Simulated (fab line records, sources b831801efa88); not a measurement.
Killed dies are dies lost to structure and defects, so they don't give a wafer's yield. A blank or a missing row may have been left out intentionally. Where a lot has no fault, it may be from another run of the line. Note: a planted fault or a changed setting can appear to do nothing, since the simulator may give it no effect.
fab line records | flow sky130
record lots=7 | wafers=21 | lastDay=50
route steps=708 shown LDD_HVP@281 LDD_LDN@289
lots untouched by any fault: they come from a run of this same line in which no faults occurred
startH: hours from the record's opening day to when the first of the lot's shown wafers began | waitH: hours elapsed since this lot's preceding step | " same as the row above | L1.1+2: several wafers, shown together as one row | - no value, or no start given | * or withheld: withheld | < > ~ a bound
route shown NAME@n: a module of which the file shows steps, and the number in the route of the first | usual: mean/standard deviation taken from wafers without a fault | same: alike in all rows | chamber/n: place in a boat | sites: each site's reading | _std_site: standard deviation of those values | _edge_site: outer sites' mean less inner sites' | radiusMm: for every site, how far away it sits from the centre of the wafer | mask NAME#n: copy n | behind: tool/chamber where the wafer was last shaped | hold: what put the lot on hold/how long, in hours/how the hold closed | device: which transistor (n, p or np) failed to switch | end of line: the route-end tests of the same wafers | where a step has no rows: the recipe by itself | killed: count of dies lost to structure and defects at first sort (not the wafer's yield) | map: shows each die of a wafer: x if killed, . if not, _ if none is there
set.NAME: the setting as run; set.NAME@STEP: as run at that earlier step | model.NAME: the simulator's own value behind a step, which no gauge read
a table for each step, a row for each wafer; lots at some steps of the route
services: the hour from which a tool's chamber was out of use, counted from the record's first day as startH (under 0 if before that day), plus the number of hours and why
## steps
# step SKY_LDD_HVP_SOFTBAKE_03
# recipe tempC=90 | timeS=60 | resist=NOVOLAK
# step SKY_LDD_HVP_EXPOSE_04
# recipe maskId=HVPTM | na=0.6 | sourceShape=conventional | sigmaOuter=0.6 | polarization=unpolarized | targetCdNm=700 | doseMj=86
# step SKY_LDD_HVP_PEB_05
# recipe tempC=withheld | timeS=* | resist=NOVOLAK
# step SKY_LDD_HVP_DEVELOP_06
# recipe resist=NOVOLAK | developer=TMAH | developTimeS=60 | devTempC=23
# step SKY_LDD_HVP_OVL_MEAS_07
# usual LDD_HVP_OVL=-0.6/1.2
lot.wafer | tool       | chamber | startH | waitH | LDD_HVP_OVL[nm]
L904.1    | overlay-02 | -       | 516.91 | 0.1   | -0.4
L904.2    | "          | -       | "      | "     | -0.3
L904.5    | "          | -       | "      | "     | -0.5
L909.1    | overlay-01 | -       | 562.36 | 0.1   | -2.9
L909.2    | "          | -       | "      | "     | -3.1
L909.4    | "          | -       | "      | "     | -3.2
L910.2    | overlay-02 | -       | 583.97 | 0.1   | 0.7
L910.3    | "          | -       | "      | "     | 1.3
L910.6    | "          | -       | "      | "     | -0.1
L922.1    | overlay-01 | -       | 663.51 | 0.1   | -0.5
L922.3    | "          | -       | "      | "     | -1.7
L922.5    | "          | -       | "      | "     | -1.8
L923.1    | overlay-01 | -       | 673.77 | 0.1   | -1.5
L923.2    | "          | -       | "      | "     | -2.9
L923.6    | "          | -       | "      | "     | -1.5
L924.1    | overlay-01 | -       | 680.37 | 0.1   | -0.5
L924.3    | "          | -       | "      | "     | 0.9
L924.6    | "          | -       | "      | "     | 0.0
L925.2    | overlay-01 | -       | 705.96 | 0.1   | -0.4
L925.5    | "          | -       | "      | "     | -0.6
L925.6    | "          | -       | "      | "     | -0.9
# step SKY_LDD_HVP_IMPLANT_08
# recipe species=B | energyKev=20 | doseCm2=1.7e+13 | tiltDeg=17.9
# step SKY_LDD_HVP_STRIP_09
# recipe chemistry=O2/N2 | powerW=1400 | pressureMtorr=1500 | platenTempC=withheld | o2FlowSccm=3000 | n2FlowSccm=300 | overashFraction=0.5
# usual drypumpMotorCurrentA=5.9/0.31 | oesProductAu=0.408/0.0045 | stripTimeToEndpointS=4.133/0.015
# same overashFraction=0.5
lot.wafer | tool           | chamber | startH | waitH | drypumpMotorCurrentA | oesProductAu | rfHoursCounterH | stripTimeToEndpointS
L904.1    | plasmaAsher-02 | 1       | 517.09 | 0.1   | 6.2                  | 0.409        | 67              | 4.130
L904.2    | "              | 0       | "      | "     | 5.5                  | 0.411        | 67              | 4.122
L904.5    | "              | 1       | "      | "     | 6.2                  | 0.403        | -               | 4.137
L909.1    | plasmaAsher-03 | 0       | 562.54 | 0.1   | 5.4                  | 0.402        | 90              | 4.135
L909.2    | "              | 1       | "      | "     | 6.1                  | 0.408        | 90              | 4.112
L909.4    | "              | 0       | "      | "     | 5.4                  | 0.403        | -               | 4.119
L910.2    | plasmaAsher-03 | 1       | 584.15 | 0.1   | 6.2                  | 0.402        | 92              | 4.152
L910.3    | "              | 0       | "      | "     | 5.4                  | 0.405        | -               | 4.151
L910.6    | "              | 0       | "      | "     | 5.4                  | 0.411        | -               | 4.172
L922.1    | plasmaAsher-03 | 0       | 663.69 | 0.1   | 5.4                  | 0.399        | 101             | 4.127
L922.3    | "              | 0       | "      | "     | 5.4                  | 0.406        | -               | 4.117
L922.5    | "              | 0       | "      | "     | 5.4                  | 0.414        | -               | 4.136
L923.1    | plasmaAsher-02 | 1       | 673.95 | 0.1   | 6.2                  | 0.405        | 84              | 4.144
L923.2    | "              | 0       | "      | "     | 5.5                  | 0.413        | 84              | 4.150
L923.6    | "              | 0       | "      | "     | 5.6                  | 0.412        | -               | 4.160
L924.1    | plasmaAsher-04 | 0       | 680.55 | 0.1   | 6.0                  | 0.403        | 16              | 4.115
L924.3    | "              | 0       | "      | "     | 6.0                  | 0.412        | -               | 4.142
L924.6    | "              | 0       | "      | "     | 6.1                  | 0.411        | -               | 4.132
L925.2    | plasmaAsher-04 | 0       | 706.14 | 0.1   | 6.0                  | 0.405        | 19              | 4.120
L925.5    | "              | 1       | "      | "     | 6.2                  | 0.403        | -               | 4.118
L925.6    | "              | 0       | "      | "     | 6.0                  | 0.405        | -               | 4.092
# step SKY_LDD_HVP_TW_MEAS_10
# usual LDD_HVP_TW=455/5.5
lot.wafer | tool         | chamber | startH | waitH | LDD_HVP_TW
L904.1    | filmMetro-01 | -       | 517.19 | 0.1   | 450
L904.2    | "            | -       | "      | "     | 453
L904.5    | "            | -       | "      | "     | 451
L909.1    | filmMetro-01 | -       | 562.64 | 0.1   | 454
L909.2    | "            | -       | "      | "     | 450
L909.4    | "            | -       | "      | "     | 453
L910.2    | filmMetro-01 | -       | 584.26 | 0.1   | 451
L910.3    | "            | -       | "      | "     | 451
L910.6    | "            | -       | "      | "     | 450
L922.1    | filmMetro-04 | -       | 663.79 | 0.1   | 463
L922.3    | "            | -       | "      | "     | 463
L922.5    | "            | -       | "      | "     | 460
L923.1    | filmMetro-04 | -       | 674.05 | 0.1   | 456
L923.2    | "            | -       | "      | "     | 457
L923.6    | "            | -       | "      | "     | 456
L924.1    | filmMetro-04 | -       | 680.65 | 0.1   | 456
L924.3    | "            | -       | "      | "     | 457
L924.6    | "            | -       | "      | "     | 458
L925.2    | filmMetro-01 | -       | 706.25 | 0.1   | 451
L925.5    | "            | -       | "      | "     | 450
L925.6    | "            | -       | "      | "     | 451
# step SKY_LDD_LDN_DEHYDRATE_00
# recipe tempC=200 | timeS=60
# step SKY_LDD_LDN_HMDS_01
# recipe primeTimeS=60 | primeTempC=120
# step SKY_LDD_LDN_COAT_02
# recipe resist=NOVOLAK | spinRpm=3000 | resistThkNm=1140
# step SKY_LDD_LDN_SOFTBAKE_03
# recipe tempC=90 | timeS=60 | resist=NOVOLAK
# step SKY_LDD_LDN_EXPOSE_04
# recipe maskId=LDNTM | na=0.6 | sourceShape=conventional | sigmaOuter=0.6 | polarization=unpolarized | targetCdNm=700 | doseMj=140
# usual exposureDoseMJCm2=139.94/0.14 | focusOffsetNm=-0.1/0.52
lot.wafer | tool            | chamber | startH | waitH | mask    | exposureDoseMJCm2 | focusOffsetNm
L904.1    | ilineStepper-02 | 0       | 532.73 | -     | LDNTM#0 | 139.97            | 0.4
L904.2    | "               | 0       | "      | "     | LDNTM#0 | 140.15            | 0.0
L904.5    | "               | 0       | "      | "     | LDNTM#0 | 140.15            | -0.1
L909.1    | ilineStepper-01 | 0       | 576.58 | -     | LDNTM#0 | 139.90            | -0.5
L909.2    | "               | 0       | "      | "     | LDNTM#0 | 139.94            | -0.1
L909.4    | "               | 0       | "      | "     | LDNTM#0 | 140.10            | -0.4
L910.2    | ilineStepper-02 | 0       | 599.48 | -     | LDNTM#0 | 139.93            | 0.2
L910.3    | "               | 0       | "      | "     | LDNTM#0 | 139.75            | 0.7
L910.6    | "               | 0       | "      | "     | LDNTM#0 | 139.79            | 0.8
L922.1    | ilineStepper-01 | -       | 677.43 | -     | LDNTM#0 | -                 | -
L922.3    | "               | -       | "      | "     | LDNTM#0 | -                 | -
L922.5    | "               | -       | "      | "     | LDNTM#0 | -                 | -
L923.1    | ilineStepper-01 | -       | 688.33 | -     | LDNTM#0 | -                 | -
L923.2    | "               | -       | "      | "     | LDNTM#0 | -                 | -
L923.6    | "               | -       | "      | "     | LDNTM#0 | -                 | -
L924.1    | ilineStepper-01 | -       | 695.31 | -     | LDNTM#0 | -                 | -
L924.3    | "               | -       | "      | "     | LDNTM#0 | -                 | -
L924.6    | "               | -       | "      | "     | LDNTM#0 | -                 | -
L925.2    | ilineStepper-01 | 0       | 720.37 | -     | LDNTM#0 | 140.00            | -0.1
L925.5    | "               | 0       | "      | "     | LDNTM#0 | 139.97            | -0.4
L925.6    | "               | 0       | "      | "     | LDNTM#0 | 139.94            | -1.1
# step SKY_LDD_LDN_PEB_05
# recipe tempC=withheld | timeS=* | resist=NOVOLAK
## services
tool            | chamber | startH | hours | kind
ilineStepper-01 | -       | 531.01 | 2.1   | pm
ilineStepper-01 | -       | 533.09 | -     | consumableReplace:lamp
ilineStepper-01 | -       | 533.09 | 1.7   | pm
ilineStepper-02 | -       | 576.17 | 1.7   | pm
plasmaAsher-04  | -       | 582.50 | 28.1  | pm
ilineStepper-02 | -       | 674.82 | 10.5  | repair
plasmaAsher-02  | -       | 680.31 | 1.0   | repair
plasmaAsher-02  | -       | 693.58 | 2.8   | pm
## key
firstSign step=SKY_LDD_LDN_EXPOSE_04 | reading=toolRecord | direction=missing
effect none on later readings
metAt SKY_LDD_LDN_EXPOSE_04
struckWafers L922.1,L922.3,L922.5,L923.1,L923.2,L923.6,L924.1,L924.3,L924.6
sortLeftOut L922.1,L922.3,L922.5,L923.1,L923.2,L923.6,L924.1,L924.3,L924.6
testerLeftOut L922,L923,L924
onsetBetween 576.58 677.43
fault kind=skippedStepWhole | tool=ilineStepper-01 | chamber=- | onsetH=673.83 | steps=SKY_LDD_LDN_EXPOSE_04 | scope=struckLotsOnly
# testerLeftOut: of these lots the tester's yield and bins aren't shown, on N5 and GAA mostly nor the transistor test; their killed dies are dies lost to structure and defects alone, not to doping, threshold or leakage, so they don't give the yield
# sortLeftOut: the simulated sort isn't trusted on such a fault, so these wafers' sort isn't shown, and their yield isn't known
